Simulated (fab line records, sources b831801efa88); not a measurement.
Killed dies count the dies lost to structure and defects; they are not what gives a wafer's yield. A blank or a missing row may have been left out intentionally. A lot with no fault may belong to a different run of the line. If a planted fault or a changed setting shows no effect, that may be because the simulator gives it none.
What tool caused it? | flow sky130 | Sampling: 24 lots, 72 wafers, 6 of 708 route steps

WHAT EACH GAUGE READ, for each wafer
Not one reading of a measure or inspect step in the record can be checked against a usual standard deviation.

WHAT TOOL EACH LOT RAN ON (gives the tool, then ch and the chambers of the sampled wafers, and finally the start)
lot  | SKY_POLY_GATE_ETCH_15              | SKY_LOCAL_INTERCONNECT_ETCH_13    | SKY_METAL4_SPUTTER_01        | SKY_METAL4_SPUTTER_04        | SKY_METAL4_ETCH_17                 | SKY_PASSIVATION_CVD_00
L074 | rie_diel-01 ch 0,2,3, day 16 14:48 | rie_metal-04 ch 1, day 30 18:08   | pvd_sputter-03, day 40 03:36 | pvd_sputter-03, day 40 03:41 | rie_diel-01 ch 1,2,3, day 42 06:22 | pecvd-01 ch 0,1, day 44 07:49
L075 | rie_diel-04 ch 1,3, day 17 01:07   | rie_metal-02 ch 0,1, day 31 04:57 | pvd_sputter-01, day 40 13:25 | pvd_sputter-01, day 40 13:30 | rie_diel-02 ch 0,1,3, day 42 14:22 | pecvd-01 ch 0,1,2, day 44 15:47
L076 | rie_diel-03 ch 0,1,3, day 17 08:32 | rie_metal-04 ch 0,1, day 31 11:38 | pvd_sputter-04, day 40 20:46 | pvd_sputter-04, day 40 20:51 | rie_diel-01 ch 0,1,3, day 42 21:14 | pecvd-04 ch 1,2, day 44 22:57
L077 | rie_diel-04 ch 0,2,3, day 17 21:31 | rie_metal-04 ch 0,1, day 32 05:33 | pvd_sputter-03, day 41 10:40 | pvd_sputter-03, day 41 10:46 | rie_diel-02 ch 0,2,3, day 43 11:29 | pecvd-02 ch 1,2, day 45 12:47
L078 | rie_diel-04 ch 0,1,3, day 18 03:13 | rie_metal-02 ch 1, day 32 05:54   | pvd_sputter-03, day 41 13:30 | pvd_sputter-03, day 41 13:35 | rie_diel-02 ch 0,1,2, day 43 13:49 | pecvd-02 ch 0,1, day 45 13:11
L079 | rie_diel-04 ch 1,2,3, day 18 15:26 | rie_metal-03 ch 0,1, day 32 17:51 | pvd_sputter-03, day 41 23:05 | pvd_sputter-03, day 41 23:11 | rie_diel-01 ch 0,1,2, day 43 23:26 | pecvd-04 ch 0,1, day 45 23:44
L080 | rie_diel-01 ch 0,2, day 19 05:48   | rie_metal-04 ch 0,1, day 33 07:01 | pvd_sputter-04, day 42 10:12 | pvd_sputter-04, day 42 10:17 | rie_diel-02 ch 1,2, day 44 07:46   | pecvd-01 ch 0,1, day 46 06:32
L081 | rie_diel-03 ch 0,2,3, day 19 15:09 | rie_metal-03 ch 0,1, day 33 12:44 | pvd_sputter-04, day 42 14:37 | pvd_sputter-04, day 42 14:42 | rie_diel-03 ch 0,2,3, day 44 13:49 | pecvd-01 ch 0,1,2, day 46 12:51
L082 | rie_diel-04 ch 0,2,3, day 20 13:58 | rie_metal-04 ch 0,1, day 34 09:48 | pvd_sputter-03, day 43 09:57 | pvd_sputter-03, day 43 10:02 | rie_diel-02 ch 0,2,3, day 45 06:49 | pecvd-01 ch 0,1,2, day 47 05:23
L083 | rie_diel-03 ch 0,1,3, day 20 21:21 | rie_metal-04 ch 0,1, day 34 14:28 | pvd_sputter-01, day 43 14:47 | pvd_sputter-01, day 43 14:52 | rie_diel-01 ch 0,3, day 45 12:47   | pecvd-04 ch 0,1,2, day 47 10:53
L084 | rie_diel-01 ch 0,1,2, day 21 03:15 | rie_metal-03 ch 0,1, day 34 18:11 | pvd_sputter-04, day 43 16:05 | pvd_sputter-04, day 43 16:10 | rie_diel-03 ch 2,3, day 45 13:26   | pecvd-04 ch 0,1, day 47 11:41
L086 | rie_diel-03 ch 1,2,3, day 21 06:09 | rie_metal-04 ch 0, day 34 22:33   | pvd_sputter-04, day 43 22:07 | pvd_sputter-04, day 43 22:12 | rie_diel-02 ch 0,1,2, day 45 19:43 | pecvd-02 ch 1,2, day 47 16:22
L085 | rie_diel-03 ch 0,1,2, day 21 09:54 | rie_metal-02 ch 0,1, day 35 00:03 | pvd_sputter-01, day 43 21:58 | pvd_sputter-01, day 43 22:03 | rie_diel-03 ch 0,3, day 45 19:06   | pecvd-02 ch 0,1, day 47 14:53
L087 | rie_diel-01 ch 0,1,2, day 21 20:58 | rie_metal-02 ch 1, day 35 11:18   | pvd_sputter-04, day 44 05:31 | pvd_sputter-04, day 44 05:35 | rie_diel-01 ch 0,1, day 46 02:53   | pecvd-02 ch 0,1, day 47 23:08
L088 | rie_diel-03 ch 0,2,3, day 22 03:09 | rie_metal-03 ch 0,1, day 35 13:49 | pvd_sputter-03, day 44 07:38 | pvd_sputter-03, day 44 07:43 | rie_diel-02 ch 0,1,2, day 46 04:43 | pecvd-04 ch 0,1,2, day 48 01:23
L089 | rie_diel-03 ch 0,1,3, day 22 11:12 | rie_metal-03 ch 0,1, day 36 00:26 | pvd_sputter-03, day 44 20:19 | pvd_sputter-03, day 44 20:23 | rie_diel-02 ch 0,1,3, day 46 15:43 | pecvd-04 ch 0,1,2, day 48 11:11
L090 | rie_diel-01 ch 2,3, day 22 12:30   | rie_metal-03 ch 0,1, day 36 01:43 | pvd_sputter-01, day 44 20:49 | pvd_sputter-01, day 44 20:53 | rie_diel-01 ch 0,1,3, day 46 17:01 | pecvd-01 ch 1,2, day 48 12:28
L091 | rie_diel-04 ch 0,1,3, day 23 01:30 | rie_metal-03 ch 0,1, day 36 10:53 | pvd_sputter-01, day 45 03:55 | pvd_sputter-01, day 45 04:00 | rie_diel-03 ch 1,2, day 46 23:02   | pecvd-02 ch 0,1, day 48 18:22
L092 | rie_diel-03 ch 0,2,3, day 23 10:36 | rie_metal-04 ch 0, day 36 16:07   | pvd_sputter-03, day 45 06:08 | pvd_sputter-03, day 45 06:13 | rie_diel-02 ch 0,1,2, day 47 01:20 | pecvd-04 ch 1,2, day 48 21:23
L093 | rie_diel-01 ch 1,2,3, day 23 15:33 | rie_metal-02 ch 0,1, day 36 22:45 | pvd_sputter-03, day 45 13:14 | pvd_sputter-03, day 45 13:19 | rie_diel-01 ch 0,3, day 47 08:20   | pecvd-04 ch 0,1,2, day 49 03:34
L095 | rie_diel-03 ch 0,1,3, day 24 15:18 | rie_metal-03 ch 0,1, day 37 17:52 | pvd_sputter-04, day 46 04:18 | pvd_sputter-04, day 46 04:23 | rie_diel-03 ch 0,2, day 47 22:35   | pecvd-01 ch 1,2, day 49 16:08
L094 | rie_diel-04 ch 0,1, day 24 16:57   | rie_metal-03 ch 1, day 37 22:43   | pvd_sputter-01, day 46 08:49 | pvd_sputter-01, day 46 08:53 | rie_diel-03 ch 0,2, day 48 02:14   | pecvd-02 ch 0,1,2, day 49 19:44
L096 | rie_diel-01 ch 0,1, day 24 18:06   | rie_metal-04 ch 0,1, day 38 02:11 | pvd_sputter-04, day 46 11:16 | pvd_sputter-04, day 46 11:21 | rie_diel-01 ch 2,3, day 48 04:31   | pecvd-01 ch 0,1,2, day 49 21:11
L097 | rie_diel-03 ch 0,1,3, day 24 23:36 | rie_metal-02 ch 0, day 38 02:26   | pvd_sputter-01, day 46 12:41 | pvd_sputter-01, day 46 12:46 | rie_diel-02 ch 1,2,3, day 48 05:22 | pecvd-01 ch 0,2, day 49 22:04
- SKY_POLY_GATE_ETCH_15: etches BARC in N2/H2, stops on SiO2, time 118.5 s, target depth 110 nm.
- SKY_LOCAL_INTERCONNECT_ETCH_13: etches BARC in N2/H2, stops on SiO2, time 45.9 s, target depth 60 nm.
- SKY_METAL4_SPUTTER_01: material TiN, target thk 20 nm, time 16.7 s.
- SKY_METAL4_SPUTTER_04: material TiN, target thk 70 nm, time 58.3 s.
- SKY_METAL4_ETCH_17: etches SiO2 in C4F8/O2/Ar, stops on TiN, time 3.9 s, target depth 15 nm.
- SKY_PASSIVATION_CVD_00: deposits SiO2, target thk 90 nm.

AS READ BY THE TOOLS THEMSELVES (means over the sampled wafers that have a number; for cases with no such wafer, the mark the record gives instead)
SKY_POLY_GATE_ETCH_15.
lot  | tool        | bias_w (W) | drypump_motor_current_A (A) | oes_product_au (a.u.) | throttle_valve_pct (%)
L074 | rie_diel-01 | 100.04     | 5.6                         | 0.717                 | 13.212
L075 | rie_diel-04 | 100.26     | 5.9                         | 0.713                 | 13.211
L076 | rie_diel-03 | 100.18     | 5.9                         | 0.717                 | 13.216
L077 | rie_diel-04 | 99.91      | 5.5                         | 0.723                 | 13.208
L078 | rie_diel-04 | 100.03     | 5.6                         | 0.711                 | 13.208
L079 | rie_diel-04 | 99.76      | 5.7                         | 0.713                 | 13.209
L080 | rie_diel-01 | 99.96      | 5.9                         | 0.720                 | 13.205
L081 | rie_diel-03 | 99.89      | 5.7                         | 0.720                 | 13.223
L082 | rie_diel-04 | 99.97      | 5.5                         | 0.712                 | 13.210
L083 | rie_diel-03 | 100.03     | 5.9                         | 0.717                 | 13.217
L084 | rie_diel-01 | 100.23     | 6.0                         | 0.715                 | 13.225
L086 | rie_diel-03 | 99.98      | 6.0                         | 0.717                 | 13.208
L085 | rie_diel-03 | 99.84      | 6.2                         | 0.719                 | 13.217
L087 | rie_diel-01 | 100.17     | 6.0                         | 0.719                 | 13.219
L088 | rie_diel-03 | 99.91      | 5.7                         | 0.714                 | 13.207
L089 | rie_diel-03 | 99.69      | 5.8                         | 0.712                 | 13.215
L090 | rie_diel-01 | 99.87      | 5.6                         | 0.715                 | 13.212
L091 | rie_diel-04 | 99.85      | 5.6                         | 0.714                 | 13.211
L092 | rie_diel-03 | 99.95      | 5.8                         | 0.717                 | 13.216
L093 | rie_diel-01 | 99.91      | 5.7                         | 0.716                 | 13.212
L095 | rie_diel-03 | 100.03     | 5.9                         | 0.717                 | 13.210
L094 | rie_diel-04 | 100.29     | 5.8                         | 0.715                 | 13.216
L096 | rie_diel-01 | 99.93      | 6.1                         | 0.714                 | 13.220
L097 | rie_diel-03 | 100.19     | 5.8                         | 0.711                 | 13.219

SKY_LOCAL_INTERCONNECT_ETCH_13.
lot  | tool         | bias_w (W) | drypump_motor_current_A (A) | oes_product_au (a.u.) | throttle_valve_pct (%)
L074 | rie_metal-04 | 99.91      | 6.5                         | 0.854                 | 13.225
L075 | rie_metal-02 | 99.44      | 6.0                         | 0.855                 | 13.228
L076 | rie_metal-04 | 100.10     | 6.3                         | 0.857                 | 13.214
L077 | rie_metal-04 | 100.18     | 6.3                         | 0.854                 | 13.224
L078 | rie_metal-02 | 100.14     | 5.8                         | 0.855                 | 13.218
L079 | rie_metal-03 | 100.35     | 5.8                         | 0.859                 | 13.220
L080 | rie_metal-04 | 100.05     | 6.3                         | 0.856                 | 13.222
L081 | rie_metal-03 | 99.88      | 5.8                         | 0.859                 | 13.223
L082 | rie_metal-04 | 100.02     | 5.9                         | 0.859                 | 13.222
L083 | rie_metal-04 | 99.91      | 5.9                         | 0.849                 | 13.228
L084 | rie_metal-03 | 100.17     | 5.9                         | 0.855                 | 13.239
L086 | rie_metal-04 | 99.99      | 5.6                         | 0.851                 | 13.241
L085 | rie_metal-02 | 99.82      | 5.8                         | 0.854                 | 13.230
L087 | rie_metal-02 | 99.86      | 5.7                         | 0.848                 | 13.206
L088 | rie_metal-03 | 99.70      | 5.8                         | 0.852                 | 13.226
L089 | rie_metal-03 | 100.34     | 5.8                         | 0.854                 | 13.220
L090 | rie_metal-03 | 100.07     | 5.9                         | 0.852                 | 13.228
L091 | rie_metal-03 | 99.76      | 5.9                         | 0.853                 | 13.226
L092 | rie_metal-04 | 99.98      | 5.6                         | 0.853                 | 13.217
L093 | rie_metal-02 | 99.65      | 5.8                         | 0.853                 | 13.223
L095 | rie_metal-03 | 100.05     | 5.8                         | 0.857                 | 13.216
L094 | rie_metal-03 | 100.02     | 5.7                         | 0.850                 | 13.226
L096 | rie_metal-04 | 100.16     | 6.2                         | 0.856                 | 13.228
L097 | rie_metal-02 | 99.85      | 6.1                         | 0.854                 | 13.214

SKY_METAL4_SPUTTER_01.
lot  | tool           | throttle_valve_pct (%)
L074 | pvd_sputter-03 | 29.1
L075 | pvd_sputter-01 | 29.7
L076 | pvd_sputter-04 | 29.9
L077 | pvd_sputter-03 | 28.6
L078 | pvd_sputter-03 | 29.9
L079 | pvd_sputter-03 | 28.9
L080 | pvd_sputter-04 | 29.6
L081 | pvd_sputter-04 | 29.6
L082 | pvd_sputter-03 | 29.2
L083 | pvd_sputter-01 | 29.6
L084 | pvd_sputter-04 | 29.3
L086 | pvd_sputter-04 | 30.3
L085 | pvd_sputter-01 | 29.3
L087 | pvd_sputter-04 | 29.8
L088 | pvd_sputter-03 | 29.0
L089 | pvd_sputter-03 | 29.1
L090 | pvd_sputter-01 | 30.2
L091 | pvd_sputter-01 | 29.2
L092 | pvd_sputter-03 | 29.3
L093 | pvd_sputter-03 | 28.4
L095 | pvd_sputter-04 | 29.6
L094 | pvd_sputter-01 | 29.7
L096 | pvd_sputter-04 | 29.3
L097 | pvd_sputter-01 | 29.6

SKY_METAL4_SPUTTER_04.
lot  | tool           | throttle_valve_pct (%)
L074 | pvd_sputter-03 | 29.0
L075 | pvd_sputter-01 | 29.7
L076 | pvd_sputter-04 | 29.7
L077 | pvd_sputter-03 | 28.5
L078 | pvd_sputter-03 | 29.7
L079 | pvd_sputter-03 | 28.8
L080 | pvd_sputter-04 | 29.3
L081 | pvd_sputter-04 | 29.7
L082 | pvd_sputter-03 | 29.1
L083 | pvd_sputter-01 | 29.8
L084 | pvd_sputter-04 | 29.3
L086 | pvd_sputter-04 | 30.4
L085 | pvd_sputter-01 | 29.3
L087 | pvd_sputter-04 | 29.9
L088 | pvd_sputter-03 | 28.9
L089 | pvd_sputter-03 | 29.3
L090 | pvd_sputter-01 | 30.2
L091 | pvd_sputter-01 | 29.3
L092 | pvd_sputter-03 | 29.2
L093 | pvd_sputter-03 | 28.5
L095 | pvd_sputter-04 | 29.8
L094 | pvd_sputter-01 | 29.6
L096 | pvd_sputter-04 | 29.3
L097 | pvd_sputter-01 | 29.7

SKY_METAL4_ETCH_17.
lot  | tool        | bias_w (W) | oes_product_au (a.u.)
L074 | rie_diel-01 | 1200       | 0.750
L075 | rie_diel-02 | 1200       | 0.754
L076 | rie_diel-01 | 1199       | 0.751
L077 | rie_diel-02 | 1201       | 0.760
L078 | rie_diel-02 | 1200       | 0.753
L079 | rie_diel-01 | 1197       | 0.748
L080 | rie_diel-02 | 1198       | 0.752
L081 | rie_diel-03 | 1200       | 0.745
L082 | rie_diel-02 | 1200       | 0.745
L083 | rie_diel-01 | 1196       | 0.752
L084 | rie_diel-03 | 1203       | 0.754
L086 | rie_diel-02 | 1200       | 0.747
L085 | rie_diel-03 | 1198       | 0.753
L087 | rie_diel-01 | 1198       | 0.749
L088 | rie_diel-02 | 1201       | 0.747
L089 | rie_diel-02 | 1203       | 0.746
L090 | rie_diel-01 | 1201       | 0.749
L091 | rie_diel-03 | 1201       | 0.757
L092 | rie_diel-02 | 1201       | 0.758
L093 | rie_diel-01 | 1203       | 0.759
L095 | rie_diel-03 | 1199       | 0.749
L094 | rie_diel-03 | 1201       | 0.751
L096 | rie_diel-01 | 1203       | 0.761
L097 | rie_diel-02 | 1201       | 0.759

SKY_PASSIVATION_CVD_00.
lot  | tool     | heater_power_w (W)
L074 | pecvd-01 | 622
L075 | pecvd-01 | 611
L076 | pecvd-04 | 614
L077 | pecvd-02 | 667
L078 | pecvd-02 | 762
L079 | pecvd-04 | 661
L080 | pecvd-01 | 539
L081 | pecvd-01 | 625
L082 | pecvd-01 | 649
L083 | pecvd-04 | 719
L084 | pecvd-04 | 670
L086 | pecvd-02 | 601
L085 | pecvd-02 | 815
L087 | pecvd-02 | 757
L088 | pecvd-04 | 704
L089 | pecvd-04 | 703
L090 | pecvd-01 | 679
L091 | pecvd-02 | 739
L092 | pecvd-04 | 658
L093 | pecvd-04 | 695
L095 | pecvd-01 | 683
L094 | pecvd-02 | 679
L096 | pecvd-01 | 638
L097 | pecvd-01 | 710

THE ANSWER, worked out from the rows above alone
Rule: the usual values come from the lots themselves. The widest of any qualifying gaps counts: lots, ordered by their means at a reading, are off when they make up no more than a third of the lots, leave a main group of 4 or more, and stand apart from it by 3 or more times the standard deviation of that group's means. A main group whose means are all the same, to the digits that the tables above print for the reading, isn't used. A lot without any number at a reading at which 4 lots or more have one is off too. Where the step has rows for the other lots, those lots are counted as sound. First the gauges in route order, then the tools' own readings, where a lot's mean is used as printed above. The first step at which some lot is off is used, and at that step the reading that is off furthest; a lot without a number counts as furthest.
No lot is off at any reading shown: from this, nothing can be told.

WHAT HAD BEEN PUT IN BY THE SIMULATOR
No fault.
